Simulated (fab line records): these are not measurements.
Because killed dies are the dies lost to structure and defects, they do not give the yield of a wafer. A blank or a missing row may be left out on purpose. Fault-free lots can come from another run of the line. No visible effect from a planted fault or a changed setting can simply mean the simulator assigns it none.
The tool behind it: which one? :: flow sky130 :: Sampling: 15 lots, 45 wafers, 4 of 708 route steps

WHAT THE GAUGES SHOWED, per wafer
SKY_NWELL_OVL_MEAS_23.
lot: L582
measured: day 5 06:52
on: overlay-02
NWELL_01_OVL (nm): -1.6 -0.5 -0.9

lot: L583
measured: day 5 08:19
on: overlay-01
NWELL_01_OVL (nm): -4.0 -3.7 -4.0

lot: L584
measured: day 5 20:58
on: overlay-02
NWELL_01_OVL (nm): -0.6 -2.1 -1.4

lot: L585
measured: day 5 22:16
on: overlay-02
NWELL_01_OVL (nm): 1.6 -0.9 1.1

lot: L586
measured: day 6 15:00
on: overlay-01
NWELL_01_OVL (nm): -1.5 -3.2 -1.0

lot: L588
measured: day 7 04:37
on: overlay-02
NWELL_01_OVL (nm): -1.4 -0.3 -0.9

lot: L589
measured: day 7 10:43
on: overlay-01
NWELL_01_OVL (nm): 1.2 -0.7 -0.8

lot: L590
measured: day 7 18:09
on: overlay-01
NWELL_01_OVL (nm): -1.9 -0.5 -0.5

lot: L591
measured: day 8 00:31
on: overlay-01
NWELL_01_OVL (nm): -1.6 -2.4 -1.1

lot: L594
measured: day 8 15:04
on: overlay-02
NWELL_01_OVL (nm): -3.1 -1.4 -1.8

lot: L597
measured: day 9 11:46
on: overlay-02
NWELL_01_OVL (nm): 1.2 0.6 -0.8

lot: L598
measured: day 9 22:52
on: overlay-02
NWELL_01_OVL (nm): -0.4 -0.2 -0.8

lot: L599
measured: day 10 03:10
on: overlay-02
NWELL_01_OVL (nm): -0.2 0.7 1.4

lot: L600
measured: day 10 08:06
on: overlay-02
NWELL_01_OVL (nm): 2.5 2.3 -0.2

lot: L603
measured: day 11 11:24
on: overlay-01
NWELL_01_OVL (nm): -4.7 -5.5 -3.7

SKY_VIA2_CD_MEAS_12: the cd target is 200 nm.
lot: L582
measured: day 36 04:47
on: cdSem-01
cdNm (nm): 200.9 199.1 200.9

lot: L583
measured: day 36 23:31
on: cdSem-01
cdNm (nm): 199.4 199.2 199.7

lot: L584
measured: day 37 20:00
on: cdSem-02
cdNm (nm): 198.3 199.1 199.7

lot: L585
measured: day 37 21:29
on: cdSem-01
cdNm (nm): 199.5 199.6 199.3

lot: L586
measured: day 38 02:55
on: cdSem-02
cdNm (nm): 200.2 201.9 199.2

lot: L588
measured: day 39 00:34
on: cdSem-02
cdNm (nm): 200.6 200.0 199.5

lot: L589
measured: day 39 12:23
on: cdSem-02
cdNm (nm): 201.5 200.9 200.8

lot: L590
measured: day 39 16:40
on: cdSem-01
cdNm (nm): 198.2 199.3 198.6

lot: L591
measured: day 40 00:36
on: cdSem-01
cdNm (nm): 199.0 198.5 198.5

lot: L597
measured: day 41 20:54
on: cdSem-02
cdNm (nm): 200.6 203.5 201.2

lot: L598
measured: day 42 03:32
on: cdSem-02
cdNm (nm): 200.7 198.9 200.3

lot: L599
measured: day 42 04:47
on: cdSem-01
cdNm (nm): 197.4 198.3 196.7

lot: L600
measured: day 42 05:39
on: cdSem-01
cdNm (nm): 200.9 199.1 201.2

lot: L603
measured: day 43 16:09
on: cdSem-02
cdNm (nm): 199.9 201.2 200.2

SKY_METAL4_CD_MEAS_13: the cd target is 300 nm.
lot: L582
measured: day 41 15:20
on: cdSem-02
cdNm (nm): 299.7 299.8 300.1

lot: L583
measured: day 42 11:29
on: cdSem-01
cdNm (nm): 298.0 299.5 296.6

lot: L584
measured: day 43 04:58
on: cdSem-01
cdNm (nm): 297.6 298.2 297.3

lot: L585
measured: day 43 05:56
on: cdSem-02
cdNm (nm): 298.8 298.9 298.9

lot: L586
measured: day 43 11:37
on: cdSem-01
cdNm (nm): 300.6 299.7 302.8

lot: L588
measured: day 44 07:50
on: cdSem-01
cdNm (nm): 299.4 300.0 301.4

lot: L589
measured: day 44 18:14
on: cdSem-02
cdNm (nm): 301.5 302.3 301.2

lot: L590
measured: day 44 20:58
on: cdSem-02
cdNm (nm): 300.2 300.4 300.7

lot: L591
measured: day 45 04:40
on: cdSem-01
cdNm (nm): 301.2 301.9 299.0

lot: L597
measured: day 46 19:43
on: cdSem-02
cdNm (nm): 297.8 297.9 298.7

lot: L598
measured: day 46 23:50
on: cdSem-01
cdNm (nm): 300.0 299.8 300.7

lot: L599
measured: day 47 00:11
on: cdSem-02
cdNm (nm): 298.7 297.8 298.2

lot: L600
measured: day 47 01:07
on: cdSem-01
cdNm (nm): 302.7 302.9 303.5

lot: L603
measured: day 48 05:34
on: cdSem-01
cdNm (nm): 299.6 299.0 299.8

EACH LOT AND THE TOOL THAT RAN IT (in order: tool; ch and the chambers of the sampled wafers; start)
lot: L582
SKY_NWELL_IMPLANT_12: implanter-03 ch 0, day 4 12:50

lot: L583
SKY_NWELL_IMPLANT_12: implanter-01 ch 0, day 4 14:01

lot: L584
SKY_NWELL_IMPLANT_12: implanter-03 ch 0, day 5 02:02

lot: L585
SKY_NWELL_IMPLANT_12: implanter-01 ch 0, day 5 03:04

lot: L586
SKY_NWELL_IMPLANT_12: implanter-01 ch 0, day 5 19:54

lot: L588
SKY_NWELL_IMPLANT_12: implanter-03 ch 0, day 6 08:40

lot: L589
SKY_NWELL_IMPLANT_12: implanter-03 ch 0, day 6 14:37

lot: L590
SKY_NWELL_IMPLANT_12: implanter-02 ch 0, day 6 22:42

lot: L591
SKY_NWELL_IMPLANT_12: implanter-01 ch 0, day 7 04:30

lot: L594
SKY_NWELL_IMPLANT_12: implanter-01 ch 0, day 7 18:44

lot: L597
SKY_NWELL_IMPLANT_12: implanter-01 ch 0, day 8 12:45

lot: L598
SKY_NWELL_IMPLANT_12: implanter-01 ch 0, day 9 00:43

lot: L599
SKY_NWELL_IMPLANT_12: implanter-02 ch 0, day 9 05:28

lot: L600
SKY_NWELL_IMPLANT_12: implanter-03 ch 0, day 9 10:11

lot: L603
SKY_NWELL_IMPLANT_12: implanter-02 ch 0, day 10 10:20
- SKY_NWELL_IMPLANT_12

WHAT THE TOOLS THEMSELVES READ (means of the sampled wafers that have a number; where no wafer has one, the mark that the record gives instead)
SKY_NWELL_IMPLANT_12.
lot: L582
tool: implanter-03
doseIonsCm2: 1.3001e+12
faradayCurrentUA: 7.24

lot: L583
tool: implanter-01
doseIonsCm2: 1.3001e+12
faradayCurrentUA: 7.40

lot: L584
tool: implanter-03
doseIonsCm2: 1.2999e+12
faradayCurrentUA: 7.38

lot: L585
tool: implanter-01
doseIonsCm2: 1.3007e+12
faradayCurrentUA: 7.38

lot: L586
tool: implanter-01
doseIonsCm2: 1.3000e+12
faradayCurrentUA: 7.42

lot: L588
tool: implanter-03
doseIonsCm2: 1.2975e+12
faradayCurrentUA: 7.42

lot: L589
tool: implanter-03
doseIonsCm2: 1.3006e+12
faradayCurrentUA: 7.27

lot: L590
tool: implanter-02
doseIonsCm2: 1.2993e+12
faradayCurrentUA: 7.36

lot: L591
tool: implanter-01
doseIonsCm2: 1.2997e+12
faradayCurrentUA: 7.36

lot: L594
tool: implanter-01
doseIonsCm2: 1.4278e+12
faradayCurrentUA: 8.03

lot: L597
tool: implanter-01
doseIonsCm2: 1.4300e+12
faradayCurrentUA: 8.00

lot: L598
tool: implanter-01
doseIonsCm2: 1.4274e+12
faradayCurrentUA: 8.01

lot: L599
tool: implanter-02
doseIonsCm2: 1.2983e+12
faradayCurrentUA: 7.36

lot: L600
tool: implanter-03
doseIonsCm2: 1.3001e+12
faradayCurrentUA: 7.18

lot: L603
tool: implanter-02
doseIonsCm2: 1.2987e+12
faradayCurrentUA: 7.36

THE ANSWER, worked out from the rows above alone
Rule: what is usual is taken from the lots themselves. The widest of any qualifying gaps counts: lots, ordered by their means at a reading, are off when they make up no more than a third of the lots, leave a main group of 4 or more, and stand apart from it by 3 or more times the standard deviation of that group's means. A main group is skipped when, at the precision printed for the reading in the tables above, its means are all equal. Also off: a lot with no number at a reading for which 4 or more lots have one. All remaining lots with rows at the step are treated as sound. Order of review: gauges by route order, followed by the tools' own readings, for which a lot's mean as printed above is used. At the first step where some lot is off, the reading lying furthest off is the one used; lots without a number count as furthest.
Off: L594, L597, L598 (SKY_NWELL_IMPLANT_12, doseIonsCm2). Mean 1.2996e+12 and standard deviation 9.2e+08 in the main group.
If a tool, at that step or one of the process steps before it, ran each lot that is off and ran no sound lot following the first of them, it fits. One fits: implanter-01 at SKY_NWELL_IMPLANT_12. A fault onset in the window from L591 (day 7 04:30, its last sound lot) to L594 (day 7 18:44, its first lot off) fits.
The tool's own readings at SKY_NWELL_IMPLANT_12 bear it out: on the lots that are off they differ by more than 5 times the standard deviation of the sound lots' means. doseIonsCm2 reads 1.4284e+12 there against 1.2996e+12 on the sound lots; faradayCurrentUA reads 8.01 there against 7.34 on the sound lots.

WHAT THE SIMULATOR HAD PUT IN
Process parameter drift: implanter-01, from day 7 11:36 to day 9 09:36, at SKY_NWELL_IMPLANT_12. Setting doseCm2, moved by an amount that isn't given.
Shown lots that were struck: L594, L597, L598. The rule given above showed the same thing.
